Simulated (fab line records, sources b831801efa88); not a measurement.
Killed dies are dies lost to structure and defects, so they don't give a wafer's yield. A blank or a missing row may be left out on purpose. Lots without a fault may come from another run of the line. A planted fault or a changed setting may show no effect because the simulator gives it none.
Problem report in the 8D (eight disciplines) form, filled by code | flow sky130 | the parts of the form that need people (team, actions taken, sign-off) are left out

1. THE PROBLEM
LDD_HVN_TW at SKY_LDD_HVN_TW_MEAS_10 reads a mean of 1496 on 6 wafers of 2 lots; wafers without a fault read 1435 with a standard deviation of 6.5. That is +9.4 standard deviations from the usual mean.
First seen on wafer L242.1, day 23 23:41, on film_metro-04. The record holds 39 wafers of 13 lots with a number at this step. Rule for "out", or "out of limits": more than 4 standard deviations from the usual mean. The other wafers with a number count as sound.

2. WHAT IT IS AND WHAT IT IS NOT
question                    | is                           | is not
which readings at this step | LDD_HVN_TW                   | -
which lots                  | L242, L243                   | L233, L235, L237, L238, L246, L249, L250, L251, L252, L253, L254
which wafers of those lots  | all that have a number       | -
read on which gauges        | film_metro-03, film_metro-04 | film_metro-02
when                        | from day 23 23:41            | up to then (12 sound wafers); but 21 sound wafers of L246, L249, L250, L251, L252, L253, L254 came after

3. SUSPECTS, AND WHAT RULES EACH OUT
Counting: a tool at a process step up to the reading stays a suspect if it ran every lot that is out and no sound lot after the first of them.
- the gauge at SKY_LDD_HVN_TW_MEAS_10: ruled out. The wafers that are out were read on 2 gauges (film_metro-03, film_metro-04).
- implanter-01 at SKY_LDD_HVN_IMPLANT_08: ruled out as a lasting fault. Sound lots L251, L253 ran on it after its first lot that is out, L242 (day 23 23:26).
Left after counting: nothing in the record.

4. THE CAUSE (what the simulator had put in)
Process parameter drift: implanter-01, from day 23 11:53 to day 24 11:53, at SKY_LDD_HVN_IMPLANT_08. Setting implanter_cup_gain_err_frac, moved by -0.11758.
Counting ruled it out, wrongly: the rule takes a fault to strike every lot that its tool runs from its start on, and this one did not.

5. THE CHAIN OF EFFECTS, in route order
Each row: a reading whose mean over the struck wafers that have a number lies more than 3 standard deviations from the usual. Only readings for which the record gives a usual standard deviation are gone through. hours: the time from each lot's start at the first step in this table that gives one to its start at this step, as a median over the lots. sigmas: the change in usual standard deviations.
hours | step                   | reading            | usual   | on struck wafers | change | sigmas
0     | SKY_LDD_HVN_IMPLANT_08 | beam_on_s          | 10.04 s | 11.38            | +1.34  | +7.0
0     | SKY_LDD_HVN_IMPLANT_08 | faraday_current_uA | 168     | 149              | -19    | -6.0
0     | SKY_LDD_HVN_TW_MEAS_10 | LDD_HVN_TW         | 1435    | 1496             | +61    | +9.4
The process steps in it:
- SKY_LDD_HVN_IMPLANT_08
Later measuring or inspecting steps at which every struck wafer that the step has a row for has a number for every such reading, and none has moved that far: SKY_SD_N_RS_MEAS_16.

6. WHAT WOULD HAVE CAUGHT IT SOONER
In this record the first reading out of limits at a measuring or inspecting step was taken at day 23 23:41, 12 hours after the fault began at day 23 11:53.
The tool's own readings at SKY_LDD_HVN_IMPLANT_08 were out on every struck wafer that the step has a row for (beam_on_s, faraday_current_uA): an alarm limit on them would have fired on the first of those.
